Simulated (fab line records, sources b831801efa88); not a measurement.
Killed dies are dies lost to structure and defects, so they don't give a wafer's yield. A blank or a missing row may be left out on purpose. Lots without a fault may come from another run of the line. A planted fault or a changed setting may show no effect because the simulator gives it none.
Which tool did it? | flow sky130 | 12 lots, 36 wafers sampled, at 5 steps of a route of 708

WHAT THE GAUGES READ, wafer by wafer
SKY_SD_P_TW_MEAS_11. Usual: SD_P_TW 2848, standard deviation 50.
lot  | measured     | on            | SD_P_TW        | flag
L226 | day 25 07:16 | film_metro-03 | 2782 2770 2763 |
L227 | day 25 09:05 | film_metro-01 | 2861 2861 2862 |
L228 | day 25 10:55 | film_metro-04 | 2908 2907 2900 |
L229 | day 25 23:31 | film_metro-01 | 2866 2843 2866 |
L230 | day 26 12:13 | film_metro-03 | 2774 2788 2790 |
L233 | day 27 08:14 | film_metro-03 | 2775 2764 2768 |
L234 | day 28 00:14 | film_metro-03 | 2791 2794 2817 |
L242 | day 31 11:04 | film_metro-01 | 2859 2841 2857 |
L240 | day 31 19:44 | film_metro-04 | 2915 2914 2923 |
L241 | day 31 20:52 | film_metro-01 | 2855 2861 2842 |
L246 | day 32 12:57 | film_metro-03 | 2813 2809 2818 |
L249 | day 33 07:16 | film_metro-01 | 2888 2883 2893 |

SKY_LI_CONTACT_THK_MEAS_01. Usual: LI_CONTACT_HDPCVD_THK 927 nm, standard deviation 9.6.
lot  | measured     | on            | LI_CONTACT_HDPCVD_THK (nm) | flag
L226 | day 27 19:52 | film_metro-01 | 928 910 923                |
L227 | day 27 22:20 | film_metro-03 | 914 916 913                |
L228 | day 28 01:04 | film_metro-03 | 940 929 932                |
L229 | day 28 10:34 | film_metro-03 | 931 926 928                |
L230 | day 29 00:12 | film_metro-03 | 923 930 936                |
L233 | day 29 18:40 | film_metro-03 | 911 929 936                |
L234 | day 30 08:59 | film_metro-04 | 934 925 932                |
L242 | day 33 17:54 | film_metro-03 | 924 918 917                |
L240 | day 34 03:10 | film_metro-04 | 985 988 977                | OFF
L241 | day 34 04:52 | film_metro-03 | 987 981 983                | OFF
L246 | day 34 20:31 | film_metro-03 | 930 914 919                |
L249 | day 35 14:09 | film_metro-01 | 914 927 915                |

WHICH TOOL RAN EACH LOT (tool, then ch and the chambers of the sampled wafers, then the start)
lot  | SKY_SPACER_ETCHBACK_02             | SKY_SD_N_STRIP_11                    | SKY_LI_CONTACT_HDPCVD_00
L226 | rie_diel-03 ch 2,3, day 22 19:03   | plasma_asher-01 ch 0,1, day 27 19:01 | hdpcvd-01 ch 0,1,2, day 27 19:46
L227 | rie_diel-02 ch 0,2,3, day 22 20:15 | plasma_asher-03 ch 0,1, day 27 21:28 | hdpcvd-02 ch 1,2, day 27 22:13
L228 | rie_diel-02 ch 0,1,3, day 22 22:31 | plasma_asher-03 ch 0,1, day 28 00:10 | hdpcvd-01 ch 0,1,2, day 28 00:59
L229 | rie_diel-04 ch 1,2,3, day 23 11:48 | plasma_asher-04 ch 0,1, day 28 09:41 | hdpcvd-01 ch 0,1,2, day 28 10:28
L230 | rie_diel-04 ch 0,1, day 24 01:03   | plasma_asher-04 ch 0,1, day 28 23:20 | hdpcvd-02 ch 0,1,2, day 29 00:07
L233 | rie_diel-03 ch 1,2, day 24 19:49   | plasma_asher-01 ch 0,1, day 29 17:47 | hdpcvd-02 ch 0,1,2, day 29 18:33
L234 | rie_diel-02 ch 0,1,2, day 25 11:22 | plasma_asher-03 ch 0, day 30 08:08   | hdpcvd-02 ch 0,1, day 30 08:53
L242 | rie_diel-04 ch 0,2, day 29 02:59   | plasma_asher-03 ch 0,1, day 33 17:02 | hdpcvd-02 ch 0,1, day 33 17:48
L240 | rie_diel-04 ch 0,2, day 29 11:02   | plasma_asher-03 ch 0,1, day 34 02:19 | hdpcvd-01 ch 0,1, day 34 03:04
L241 | rie_diel-02 ch 0,2,3, day 29 12:15 | plasma_asher-03 ch 0,1, day 34 03:59 | hdpcvd-01 ch 0,2, day 34 04:45
L246 | rie_diel-04 ch 0,1,2, day 30 05:23 | plasma_asher-03 ch 0,1, day 34 19:39 | hdpcvd-02 ch 0,2, day 34 20:25
L249 | rie_diel-02 ch 0,1,3, day 31 00:16 | plasma_asher-04 ch 0,1, day 35 13:17 | hdpcvd-02 ch 0,1,2, day 35 14:04
- SKY_SPACER_ETCHBACK_02: etches Si3N4 in CH3F/O2, stops on SiO2, time 46.7 s, target depth 45 nm.
- SKY_SD_N_STRIP_11: strips in O2/N2.
- SKY_LI_CONTACT_HDPCVD_00: deposits PSG, target thk 930 nm, time 155 s.

WHAT THE TOOLS THEMSELVES READ (means of the sampled wafers that have a number; where no wafer has one, the mark that the record gives instead)
SKY_SPACER_ETCHBACK_02. Usual: bias_w 79.98 W, standard deviation 0.25; drypump_motor_current_A 5.5 A, standard deviation 0.53; oes_product_au 0.858 a.u., standard deviation 0.0068; throttle_valve_pct 10.563 %, standard deviation 0.0085.
lot  | tool        | bias_w (W) | drypump_motor_current_A (A) | oes_product_au (a.u.) | throttle_valve_pct (%) | flag
L226 | rie_diel-03 | 79.86      | 4.9                         | 0.863                 | 10.561                 |
L227 | rie_diel-02 | 79.85      | 5.5                         | 0.863                 | 10.561                 |
L228 | rie_diel-02 | 79.93      | 5.8                         | 0.866                 | 10.557                 |
L229 | rie_diel-04 | 79.90      | 5.4                         | 0.859                 | 10.562                 |
L230 | rie_diel-04 | 80.09      | 5.7                         | 0.860                 | 10.556                 |
L233 | rie_diel-03 | 80.00      | 4.9                         | 0.856                 | 10.568                 |
L234 | rie_diel-02 | 80.02      | 5.7                         | 0.850                 | 10.570                 |
L242 | rie_diel-04 | 79.97      | 5.9                         | 0.862                 | 10.557                 |
L240 | rie_diel-04 | 79.96      | 5.7                         | 0.861                 | 10.569                 |
L241 | rie_diel-02 | 79.96      | 5.5                         | 0.863                 | 10.566                 |
L246 | rie_diel-04 | 80.12      | 5.8                         | 0.853                 | 10.560                 |
L249 | rie_diel-02 | 79.87      | 5.8                         | 0.861                 | 10.567                 |

SKY_SD_N_STRIP_11. Usual: drypump_motor_current_A 6.1 A, standard deviation 0.48; oes_product_au 0.527 a.u., standard deviation 0.0047; strip_time_to_endpoint_s 22.55 s, standard deviation 0.041.
lot  | tool            | drypump_motor_current_A (A) | oes_product_au (a.u.) | strip_time_to_endpoint_s (s) | flag
L226 | plasma_asher-01 | 6.4                         | 0.527                 | 22.52                        |
L227 | plasma_asher-03 | 5.8                         | 0.527                 | 22.57                        |
L228 | plasma_asher-03 | 5.9                         | 0.528                 | 22.64                        |
L229 | plasma_asher-04 | 5.7                         | 0.528                 | 22.54                        |
L230 | plasma_asher-04 | 6.2                         | 0.532                 | 22.53                        |
L233 | plasma_asher-01 | 6.3                         | 0.528                 | 22.53                        |
L234 | plasma_asher-03 | 5.6                         | 0.526                 | 22.60                        |
L242 | plasma_asher-03 | 5.9                         | 0.522                 | 22.56                        |
L240 | plasma_asher-03 | 5.9                         | 0.525                 | 22.55                        |
L241 | plasma_asher-03 | 6.1                         | 0.528                 | 22.55                        |
L246 | plasma_asher-03 | 6.1                         | 0.523                 | 22.57                        |
L249 | plasma_asher-04 | 6.2                         | 0.528                 | 22.59                        |

SKY_LI_CONTACT_HDPCVD_00. Usual: run_length_s 182.6 s, standard deviation 0.75; susceptor_temp_C 599.98 C, standard deviation 0.29.
lot  | tool      | run_length_s (s) | susceptor_temp_C (C) | flag
L226 | hdpcvd-01 | 182.7            | 600.05               |
L227 | hdpcvd-02 | 182.5            | 599.94               |
L228 | hdpcvd-01 | 182.8            | 599.78               |
L229 | hdpcvd-01 | 182.9            | 599.95               |
L230 | hdpcvd-02 | 182.2            | 599.69               |
L233 | hdpcvd-02 | 182.2            | 600.01               |
L234 | hdpcvd-02 | 181.9            | 600.25               |
L242 | hdpcvd-02 | 181.9            | 600.06               |
L240 | hdpcvd-01 | 190.1            | 599.99               | OFF
L241 | hdpcvd-01 | 190.7            | 599.87               | OFF
L246 | hdpcvd-02 | 182.2            | 599.65               |
L249 | hdpcvd-02 | 182.2            | 599.92               |

THE ANSWER, worked out from the rows above alone
Rule: a lot is off if the mean of its wafers that have a number lies more than 3 standard deviations from the usual mean. A lot without any number at a reading at which 4 lots or more have one is off too. The other lots that the step has rows for count as sound. The gauges are gone through in route order, then the tools' own readings, and for those a lot's mean is taken as printed above. The first step at which some lot is off is used, and at that step the reading that is off furthest; a lot without a number counts as furthest.
Off: L240, L241, at SKY_LI_CONTACT_THK_MEAS_01 (LI_CONTACT_HDPCVD_THK).
A tool fits if, at a process step before that reading, it ran every lot that is off, and no sound lot after the first of them. The gauges at SKY_LI_CONTACT_THK_MEAS_01 aren't tried: what is off there is off at SKY_LI_CONTACT_HDPCVD_00 too, on other tools, and a gauge's error can't cause that. One fits: hdpcvd-01 at SKY_LI_CONTACT_HDPCVD_00. Its last sound lot is L229 (day 28 10:28), its first lot that is off L240 (day 34 03:04): a fault that began between those two fits.
The tool's own readings at SKY_LI_CONTACT_HDPCVD_00 bear it out: on the lots that are off they differ by more than 5 times the standard deviation of the sound lots' means. run_length_s reads 190.4 s there against 182.3 s on the sound lots.

WHAT THE SIMULATOR HAD PUT IN
Process parameter drift: hdpcvd-01, from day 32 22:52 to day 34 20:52, at SKY_LI_CONTACT_HDPCVD_00. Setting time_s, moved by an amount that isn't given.
Lots struck among those shown: L240, L241. The rule above found the same.
